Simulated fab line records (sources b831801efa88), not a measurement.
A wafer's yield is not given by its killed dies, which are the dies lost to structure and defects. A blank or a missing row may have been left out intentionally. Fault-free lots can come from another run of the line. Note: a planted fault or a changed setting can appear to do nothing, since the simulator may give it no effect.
Tool commonality check -- flow gf180mcu -- Sample size 15 lots and 45 wafers

== REASON FOR OPENING ==
3 of 15 lots carry a flag on the reading MVSD_TW at GF_MVSD_TW_MEAS_11. Wafers without a fault read 1582, standard deviation 13.
Rule: a lot is flagged in two cases, either no wafer of it has a number, or all its wafers with numbers fall more than 4 standard deviations from that mean. All remaining lots are regarded as sound.

lot,measured,on,"MVSD_TW, wafer by wafer",flag
L281,day 4 13:53,film-metro-04,1566 1569 1567,
L282,day 4 16:53,film-metro-04,1563 1566 1556,
L283,day 4 22:27,film-metro-01,1589 1593 1598,
L284,day 5 06:49,film-metro-01,1594 1590 1585,
L291,day 7 01:07,film-metro-03,30 30 30,FLAGGED
L292,day 7 05:19,film-metro-03,30 30 30,FLAGGED
L293,day 7 09:41,film-metro-03,30 30 30,FLAGGED
L297,day 8 08:24,film-metro-01,1591 1592 1591,
L298,day 8 14:51,film-metro-01,1589 1588 1591,
L299,day 8 19:23,film-metro-01,1596 1588 1594,
L300,day 9 00:32,film-metro-03,1583 1582 1596,
L301,day 9 10:17,film-metro-01,1592 1587 1592,
L302,day 9 13:27,film-metro-01,1583 1586 1585,
L303,day 9 16:44,film-metro-03,1590 1590 1591,
L304,day 10 01:09,film-metro-01,1597 1588 1592,
The numbers of the flagged lots are 30 on average: -1552 against the usual, or -99 or more standard deviations.

== EACH LOT AND THE TOOL IT RAN ON ==
The record holds 2 process steps before the reading, out of a route of 602 steps. Every cell lists first the tool, next ch and the chambers used by the sampled wafers, and last the start.
lot,flag,GF_LVPWELL_STRIP_10,GF_MVSD_STRIP_10
L281,,"plasma-asher-02 ch 1, day 4 00:05","plasma-asher-03 ch 0,1, day 4 13:47"
L282,,"plasma-asher-02 ch 0, day 4 03:14","plasma-asher-03 ch 0,1, day 4 16:47"
L283,,"plasma-asher-01 ch 0,1, day 4 08:13","plasma-asher-01 ch 0,1, day 4 22:20"
L284,,"plasma-asher-02 ch 0,1, day 4 15:43","plasma-asher-01 ch 0,1, day 5 06:43"
L291,FLAGGED,"plasma-asher-02 ch 0,1, day 6 09:41","plasma-asher-03 ch 0,1, day 7 00:59"
L292,FLAGGED,"plasma-asher-02 ch 0,1, day 6 13:28","plasma-asher-04 ch 0,1, day 7 05:13"
L293,FLAGGED,"plasma-asher-04 ch 0,1, day 6 18:10","plasma-asher-01 ch 0,1, day 7 09:35"
L297,,"plasma-asher-04 ch 0,1, day 7 15:35","plasma-asher-04 ch 0,1, day 8 08:17"
L298,,"plasma-asher-04 ch 0,1, day 7 22:19","plasma-asher-04 ch 0,1, day 8 14:44"
L299,,"plasma-asher-02 ch 0,1, day 8 02:31","plasma-asher-04 ch 0,1, day 8 19:17"
L300,,"plasma-asher-02 ch 0,1, day 8 07:35","plasma-asher-04 ch 0,1, day 9 00:26"
L301,,"plasma-asher-02 ch 0,1, day 8 16:53","plasma-asher-01 ch 1, day 9 10:11"
L302,,"plasma-asher-02 ch 0,1, day 8 20:10","plasma-asher-04 ch 0,1, day 9 13:20"
L303,,"plasma-asher-02 ch 0,1, day 8 23:46","plasma-asher-01 ch 0,1, day 9 16:38"
L304,,"plasma-asher-04 ch 0,1, day 9 07:07","plasma-asher-01 ch 0,1, day 10 01:02"
These steps, and what they do:
- GF_LVPWELL_STRIP_10: strips in O2/N2.
- GF_MVSD_STRIP_10: strips in O2/N2.
- GF_MVSD_TW_MEAS_11

== FLAGGED AGAINST TOTAL, ONE TOOL AT A TIME (gauges that did the reading follow at the end) ==
step,tool,lots run,flagged,share of the flagged lots,sound lots run after its first flagged lot
GF_LVPWELL_STRIP_10,plasma-asher-01,1,0,none,-
GF_LVPWELL_STRIP_10,plasma-asher-02,10,2,some,"5 (L299,L300,L301,L302,L303)"
GF_LVPWELL_STRIP_10,plasma-asher-04,4,1,some,"3 (L297,L298,L304)"
GF_MVSD_STRIP_10,plasma-asher-01,6,1,some,"3 (L301,L303,L304)"
GF_MVSD_STRIP_10,plasma-asher-03,3,1,some,0
GF_MVSD_STRIP_10,plasma-asher-04,6,1,some,"5 (L297,L298,L299,L300,L302)"
GF_MVSD_TW_MEAS_11,film-metro-01,8,0,none,-
GF_MVSD_TW_MEAS_11,film-metro-03,5,3,all,"2 (L300,L303)"
GF_MVSD_TW_MEAS_11,film-metro-04,2,0,none,-

== THE TABLE: WHAT IT ALLOWS ==
In the table, 1 row covers all flagged lots: film-metro-03 at GF_MVSD_TW_MEAS_11.
- film-metro-03 at GF_MVSD_TW_MEAS_11 ran 5 lots, 3 of them flagged. Sound lots followed the first flagged one (L300, L303) on it, something a lasting fault affecting the whole tool could not allow.
Not one row of the table ran every flagged lot while running no sound lot after the first.

== WHAT THE SIMULATOR HAD INSERTED ==
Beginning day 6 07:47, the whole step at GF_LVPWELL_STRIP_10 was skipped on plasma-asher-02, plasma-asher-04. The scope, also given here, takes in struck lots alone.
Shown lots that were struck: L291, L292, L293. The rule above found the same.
